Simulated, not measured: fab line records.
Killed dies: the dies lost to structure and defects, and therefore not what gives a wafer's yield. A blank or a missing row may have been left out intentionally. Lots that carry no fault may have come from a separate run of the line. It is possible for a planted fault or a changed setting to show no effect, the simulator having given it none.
Which tool was responsible?	flow sky130	10 lots with 30 wafers sampled at 6 steps, on a route of 708 steps

== WHAT THE GAUGES READ, wafer by wafer ==
SKY_CONTACT_CD_MEAS_14 targets a cd of 170 nm. Usual: cd nm at 170.4 nm, with a standard deviation of 1.7.
lot	measured	on	cd nm (nm)	flag
L234	day 32 00:37	cd sem-02	172.2 171.1 170.7	
L235	day 32 08:12	cd sem-01	170.2 171.7 169.1	
L236	day 32 11:48	cd sem-02	168.1 167.2 168.6	
L238	day 33 15:16	cd sem-02	175.7 174.5 176.2	
L239	day 34 01:13	cd sem-01	170.8 171.8 172.1	
L247	day 36 01:24	cd sem-02	169.6 169.1 168.5	
L248	day 36 16:24	cd sem-02	170.5 170.3 169.2	
L249	day 36 22:46	cd sem-02	167.8 166.8 166.8	
L251	day 37 11:28	cd sem-01	170.3 170.6 170.2	
L255	day 38 09:41	cd sem-02	171.1 170.6 169.4	

SKY_VIA3_BOW_MEAS_03. Usual: VIA3_BOW typically reads 80 um, with standard deviation 8.8.
lot	measured	on	VIA3_BOW (um)	flag
L234	day 39 00:43	film metro-03	69 71 81	
L235	day 39 08:52	film metro-04	80 87 92	
L236	day 39 10:35	film metro-03	94 87 92	
L238	day 40 11:49	film metro-03	91 73 83	
L239	day 40 21:48	film metro-03	82 70 75	
L247	day 42 16:40	film metro-01	83 81 97	
L248	day 43 09:17	film metro-03	90 80 67	
L249	day 43 13:43	film metro-03	81 71 88	
L251	day 43 22:35	film metro-01	97 90 82	
L255	day 44 20:58	film metro-01	94 83 83	

SKY_CAP2M_RS_MEAS_03: measurement is done with a four-point probe. Usual: CAP2M_TIN_RS typically reads 6.92 ohm/sq, with standard deviation 0.084.
lot	measured	on	CAP2M_TIN_RS (ohm/sq)	flag
L234	day 40 03:19	film metro-02	6.86 6.78 6.77	
L235	day 40 11:33	film metro-02	6.81 6.88 6.84	
L236	day 40 12:47	film metro-03	6.80 6.90 6.80	
L238	day 41 15:27	film metro-03	7.03 7.10 7.10	
L239	day 42 00:11	film metro-03	6.77 6.76 6.79	
L247	day 43 17:27	film metro-04	6.89 6.94 6.95	
L248	day 44 09:46	film metro-04	7.01 7.00 6.94	
L249	day 44 14:03	film metro-02	6.97 7.05 6.99	
L251	day 44 22:50	film metro-02	7.02 7.14 6.99	
L255	day 45 20:17	film metro-03	6.51 6.51 6.53	OFF

SKY_CAP2M_THK_MEAS_04: measures by xrf. Usual: CAP2M_TIN_THK typically reads 196.9 nm, with standard deviation 2.5.
lot	measured	on	CAP2M_TIN_THK (nm)	flag
L234	day 40 03:26	film metro-02	197.5 199.0 199.8	
L235	day 40 11:40	film metro-02	199.6 196.5 196.6	
L236	day 40 12:54	film metro-03	201.5 199.0 201.4	
L238	day 41 15:34	film metro-03	194.2 191.2 191.6	
L239	day 42 00:19	film metro-03	200.9 202.1 201.6	
L247	day 43 17:34	film metro-04	198.7 195.9 196.8	
L248	day 44 09:53	film metro-04	196.2 194.4 196.5	
L249	day 44 14:10	film metro-02	195.3 192.6 194.3	
L251	day 44 22:56	film metro-02	193.8 190.4 194.1	
L255	day 45 20:24	film metro-03	208.5 207.7 207.3	OFF

== WHAT TOOL EACH LOT RAN ON (gives the tool, then ch and the chambers of the sampled wafers, and finally the start) ==
lot	SKY_LOCAL_INTERCONNECT_ETCH_13	SKY_CAP2M_SPUTTER_02
L234	rie metal-02 ch 0, day 30 20:04	pvd sputter-01, day 40 03:13
L235	rie metal-02 ch 0,1, day 31 03:58	pvd sputter-02, day 40 11:26
L236	rie metal-02 ch 0,1, day 31 07:25	pvd sputter-01, day 40 12:40
L238	rie metal-03 ch 0,1, day 32 10:38	pvd sputter-02, day 41 15:20
L239	rie metal-02 ch 0,1, day 32 21:17	pvd sputter-01, day 42 00:05
L247	rie metal-04 ch 0,1, day 34 21:41	pvd sputter-01, day 43 17:20
L248	rie metal-04 ch 0,1, day 35 13:10	pvd sputter-01, day 44 09:40
L249	rie metal-03 ch 1, day 35 18:31	pvd sputter-02, day 44 13:55
L251	rie metal-04 ch 0,1, day 36 08:17	pvd sputter-02, day 44 22:40
L255	rie metal-04 ch 0,1, day 37 06:37	pvd sputter-01, day 45 20:10
- SKY_LOCAL_INTERCONNECT_ETCH_13: etches BARC in N2/H2, stops on SiO2, time 45.9 s, target depth 60 nm.
- SKY_CAP2M_SPUTTER_02: material TiN, target thk 200 nm, time 166.7 s.

== WHAT THE TOOLS THEMSELVES READ (means of the sampled wafers that have a number; where no wafer has one, the mark that the record gives instead) ==
SKY_LOCAL_INTERCONNECT_ETCH_13. Usual: drypump motor current A 5.8 A, standard deviation 0.32; oes product au 0.855 a.u., standard deviation 0.0047; throttle valve pct 13.223 %, standard deviation 0.0089.
lot	tool	drypump motor current A (A)	oes product au (a.u.)	throttle valve pct (%)	flag
L234	rie metal-02	5.5	0.856	13.230	
L235	rie metal-02	5.7	0.855	13.223	
L236	rie metal-02	5.7	0.852	13.228	
L238	rie metal-03	6.2	0.856	13.221	
L239	rie metal-02	5.7	0.853	13.221	
L247	rie metal-04	5.6	0.857	13.234	
L248	rie metal-04	5.7	0.858	13.222	
L249	rie metal-03	6.3	0.856	13.233	
L251	rie metal-04	5.7	0.855	13.222	
L255	rie metal-04	5.6	0.856	13.223	

SKY_CAP2M_SPUTTER_02. Usual: throttle valve pct at 30.3 %, with a standard deviation of 0.89.
lot	tool	throttle valve pct (%)	flag
L234	pvd sputter-01	30.2	
L235	pvd sputter-02	30.9	
L236	pvd sputter-01	29.9	
L238	pvd sputter-02	30.1	
L239	pvd sputter-01	30.1	
L247	pvd sputter-01	30.0	
L248	pvd sputter-01	30.3	
L249	pvd sputter-02	30.6	
L251	pvd sputter-02	30.9	
L255	pvd sputter-01	29.5	

== THE ANSWER, worked out from the rows above alone ==
Rule: a lot is off if the mean of its wafers that have a number lies more than 3 standard deviations from the usual mean. A lot without any number at a reading at which 4 lots or more have one is off too. Any other lot the step has rows for is counted as sound. Order of review: gauges by route order, followed by the tools' own readings, for which a lot's mean as printed above is used. The first step at which some lot is off is used, and at that step the reading that is off furthest; a lot without a number counts as furthest.
Off: L255, at SKY_CAP2M_RS_MEAS_03 (CAP2M_TIN_RS).
If a tool, at a process step before that reading, ran all the lots that are off and no sound lot after the first of them, it fits. The gauges at SKY_CAP2M_RS_MEAS_03 are tried like those tools. Can't be told from this: 3 tools fit, rie metal-04 at SKY_LOCAL_INTERCONNECT_ETCH_13, pvd sputter-01 at SKY_CAP2M_SPUTTER_02, film metro-03 at SKY_CAP2M_RS_MEAS_03.

== WHAT WAS PUT IN BY THE SIMULATOR ==
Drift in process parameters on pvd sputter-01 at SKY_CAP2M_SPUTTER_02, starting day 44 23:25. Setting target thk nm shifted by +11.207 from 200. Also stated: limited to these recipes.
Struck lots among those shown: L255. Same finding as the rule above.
